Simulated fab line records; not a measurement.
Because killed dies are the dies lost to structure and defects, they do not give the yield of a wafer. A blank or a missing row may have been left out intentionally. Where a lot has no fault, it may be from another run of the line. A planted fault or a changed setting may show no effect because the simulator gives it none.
What tool caused it? :: flow sfqLine :: 42 wafers from 14 lots sampled at 2 of the route's 325 steps

== WHAT THE GAUGES SHOWED, per wafer ==
The record holds no reading of a measuring or inspecting step that can be judged against a usual standard deviation.

== WHAT TOOL EACH LOT RAN ON (gives the tool, then ch and the chambers of the sampled wafers, and finally the start) ==
lot: L126
SFQ_TRILAYER_L0_CAP_PECVD_011: pecvd-01 ch 0,1, day 4 10:23
SFQ_TRILAYER_L0_VIA_ETCH_VIA_ETCH_016: rieDiel-01 ch 0,1, day 7 12:32

lot: L127
SFQ_TRILAYER_L0_CAP_PECVD_011: pecvd-03 ch 0,1,2, day 4 18:47
SFQ_TRILAYER_L0_VIA_ETCH_VIA_ETCH_016: rieDiel-01 ch 0,1,3, day 7 21:55

lot: L130
SFQ_TRILAYER_L0_CAP_PECVD_011: pecvd-03 ch 0,1,2, day 5 12:17
SFQ_TRILAYER_L0_VIA_ETCH_VIA_ETCH_016: rieDiel-04 ch 0,1,2, day 9 02:38

lot: L132
SFQ_TRILAYER_L0_CAP_PECVD_011: pecvd-03 ch 0,2, day 5 23:05
SFQ_TRILAYER_L0_VIA_ETCH_VIA_ETCH_016: rieDiel-04 ch 0,1,2, day 9 19:26

lot: L135
SFQ_TRILAYER_L0_CAP_PECVD_011: pecvd-03 ch 0,2, day 6 14:32
SFQ_TRILAYER_L0_VIA_ETCH_VIA_ETCH_016: rieDiel-03 ch 1,3, day 10 20:34

lot: L139
SFQ_TRILAYER_L0_CAP_PECVD_011: pecvd-01 ch 0,1,2, day 7 07:22
SFQ_TRILAYER_L0_VIA_ETCH_VIA_ETCH_016: rieDiel-01 ch 0,2,3, day 11 18:10

lot: L141
SFQ_TRILAYER_L0_CAP_PECVD_011: pecvd-02 ch 0,1,2, day 7 21:32
SFQ_TRILAYER_L0_VIA_ETCH_VIA_ETCH_016: rieDiel-01 ch 0,2,3, day 12 08:41

lot: L143
SFQ_TRILAYER_L0_CAP_PECVD_011: pecvd-01 ch 1,2, day 8 09:33
SFQ_TRILAYER_L0_VIA_ETCH_VIA_ETCH_016: rieDiel-04 ch 0,1,3, day 13 00:05

lot: L144
SFQ_TRILAYER_L0_CAP_PECVD_011: pecvd-01 ch 0,1, day 8 19:03
SFQ_TRILAYER_L0_VIA_ETCH_VIA_ETCH_016: rieDiel-04 ch 1,3, day 13 10:40

lot: L145
SFQ_TRILAYER_L0_CAP_PECVD_011: pecvd-01 ch 1,2, day 9 02:15
SFQ_TRILAYER_L0_VIA_ETCH_VIA_ETCH_016: rieDiel-04 ch 1,2, day 13 19:14

lot: L146
SFQ_TRILAYER_L0_CAP_PECVD_011: pecvd-03 ch 1,2, day 9 10:39
SFQ_TRILAYER_L0_VIA_ETCH_VIA_ETCH_016: rieDiel-01 ch 1,3, day 13 22:40

lot: L147
SFQ_TRILAYER_L0_CAP_PECVD_011: pecvd-02 ch 0,1,2, day 9 16:40
SFQ_TRILAYER_L0_VIA_ETCH_VIA_ETCH_016: rieDiel-04 ch 0,1,2, day 14 05:52

lot: L148
SFQ_TRILAYER_L0_CAP_PECVD_011: pecvd-01 ch 0,1, day 10 04:35
SFQ_TRILAYER_L0_VIA_ETCH_VIA_ETCH_016: rieDiel-04 ch 0,1,3, day 14 21:22

lot: L149
SFQ_TRILAYER_L0_CAP_PECVD_011: pecvd-02 ch 1,2, day 10 11:46
SFQ_TRILAYER_L0_VIA_ETCH_VIA_ETCH_016: rieDiel-03 ch 0,1,2, day 15 02:10
- SFQ_TRILAYER_L0_CAP_PECVD_011: deposits SiO2 from SiH4/N2O, time 13.333 s, target thk 60 nm.
- SFQ_TRILAYER_L0_VIA_ETCH_VIA_ETCH_016: etches SiO2 in CHF3, stops on MoNx KI, target depth 80 nm.

== AS READ BY THE TOOLS THEMSELVES (means over the sampled wafers that have a number; for cases with no such wafer, the mark the record gives instead) ==
SFQ_TRILAYER_L0_CAP_PECVD_011.
lot: L126
tool: pecvd-01
heaterPowerOuterW (W): 30
heaterPowerW (W): 88
susceptorTempC (C): 150.01
throttleValvePct (%): 24.7

lot: L127
tool: pecvd-03
heaterPowerOuterW (W): 29
heaterPowerW (W): 76
susceptorTempC (C): 150.09
throttleValvePct (%): 28.9

lot: L130
tool: pecvd-03
heaterPowerOuterW (W): 25
heaterPowerW (W): 72
susceptorTempC (C): 149.99
throttleValvePct (%): 28.9

lot: L132
tool: pecvd-03
heaterPowerOuterW (W): 27
heaterPowerW (W): 77
susceptorTempC (C): 149.94
throttleValvePct (%): 30.1

lot: L135
tool: pecvd-03
heaterPowerOuterW (W): 23
heaterPowerW (W): 72
susceptorTempC (C): 149.97
throttleValvePct (%): 30.8

lot: L139
tool: pecvd-01
heaterPowerOuterW (W): 29
heaterPowerW (W): 84
susceptorTempC (C): 150.01
throttleValvePct (%): 24.5

lot: L141
tool: pecvd-02
heaterPowerOuterW (W): 22
heaterPowerW (W): 66
susceptorTempC (C): 150.18
throttleValvePct (%): 25.4

lot: L143
tool: pecvd-01
heaterPowerOuterW (W): 26
heaterPowerW (W): 75
susceptorTempC (C): 150.04
throttleValvePct (%): 24.4

lot: L144
tool: pecvd-01
heaterPowerOuterW (W): 33
heaterPowerW (W): 91
susceptorTempC (C): 150.06
throttleValvePct (%): 25.2

lot: L145
tool: pecvd-01
heaterPowerOuterW (W): 31
heaterPowerW (W): 83
susceptorTempC (C): 149.88
throttleValvePct (%): 24.5

lot: L146
tool: pecvd-03
heaterPowerOuterW (W): 25
heaterPowerW (W): 66
susceptorTempC (C): 150.01
throttleValvePct (%): 27.9

lot: L147
tool: pecvd-02
heaterPowerOuterW (W): 24
heaterPowerW (W): 72
susceptorTempC (C): 149.96
throttleValvePct (%): 22.8

lot: L148
tool: pecvd-01
heaterPowerOuterW (W): 27
heaterPowerW (W): 89
susceptorTempC (C): 149.93
throttleValvePct (%): 24.8

lot: L149
tool: pecvd-02
heaterPowerOuterW (W): 16
heaterPowerW (W): 61
susceptorTempC (C): 149.88
throttleValvePct (%): 23.4

SFQ_TRILAYER_L0_VIA_ETCH_VIA_ETCH_016.
lot: L126
tool: rieDiel-01
biasW (W): 80.10
drypumpMotorCurrentA (A): 5.0
oesProductAu (a.u.): 0.840

lot: L127
tool: rieDiel-01
biasW (W): 79.95
drypumpMotorCurrentA (A): 5.6
oesProductAu (a.u.): 0.834

lot: L130
tool: rieDiel-04
biasW (W): 79.93
drypumpMotorCurrentA (A): 5.4
oesProductAu (a.u.): 0.835

lot: L132
tool: rieDiel-04
biasW (W): 80.28
drypumpMotorCurrentA (A): 5.4
oesProductAu (a.u.): 0.789

lot: L135
tool: rieDiel-03
biasW (W): 79.99
drypumpMotorCurrentA (A): 6.1
oesProductAu (a.u.): 0.754

lot: L139
tool: rieDiel-01
biasW (W): 79.92
drypumpMotorCurrentA (A): 6.3
oesProductAu (a.u.): 0.833

lot: L141
tool: rieDiel-01
biasW (W): 79.93
drypumpMotorCurrentA (A): 6.3
oesProductAu (a.u.): 0.839

lot: L143
tool: rieDiel-04
biasW (W): 79.91
drypumpMotorCurrentA (A): 5.8
oesProductAu (a.u.): 0.836

lot: L144
tool: rieDiel-04
biasW (W): 80.14
drypumpMotorCurrentA (A): 5.7
oesProductAu (a.u.): 0.835

lot: L145
tool: rieDiel-04
biasW (W): 80.08
drypumpMotorCurrentA (A): 5.4
oesProductAu (a.u.): 0.840

lot: L146
tool: rieDiel-01
biasW (W): 80.15
drypumpMotorCurrentA (A): 5.4
oesProductAu (a.u.): 0.837

lot: L147
tool: rieDiel-04
biasW (W): 79.96
drypumpMotorCurrentA (A): 5.4
oesProductAu (a.u.): 0.831

lot: L148
tool: rieDiel-04
biasW (W): 80.01
drypumpMotorCurrentA (A): 5.8
oesProductAu (a.u.): 0.846

lot: L149
tool: rieDiel-03
biasW (W): 80.07
drypumpMotorCurrentA (A): 6.1
oesProductAu (a.u.): 0.843

== THE ANSWER, worked out from the rows above alone ==
Rule: the usual values come from the lots themselves. Put in order of their means at a reading, lots are off if they are a third of the lots or fewer, leave a main group of 4 or more, and stand apart from it by a gap of 3 or more times the standard deviation of the main group's means; of several such gaps the widest counts. The tables above print the reading to a certain number of digits; a main group whose means all agree to those digits is not used. Also off: a lot with no number at a reading for which 4 or more lots have one. Any other lot the step has rows for is counted as sound. First the gauges in route order, then the tools' own readings, where a lot's mean is used as printed above. At the first step where some lot is off, the reading lying furthest off is the one used; lots without a number count as furthest.
Off: L132, L135, at SFQ_TRILAYER_L0_VIA_ETCH_VIA_ETCH_016 (oesProductAu). Mean 0.837 a.u. and standard deviation 0.0042 in the main group.
If a tool, at that step or one of the process steps before it, ran each lot that is off and ran no sound lot following the first of them, it fits. Of those tried, none fits.

== WHAT THE SIMULATOR PUT IN ==
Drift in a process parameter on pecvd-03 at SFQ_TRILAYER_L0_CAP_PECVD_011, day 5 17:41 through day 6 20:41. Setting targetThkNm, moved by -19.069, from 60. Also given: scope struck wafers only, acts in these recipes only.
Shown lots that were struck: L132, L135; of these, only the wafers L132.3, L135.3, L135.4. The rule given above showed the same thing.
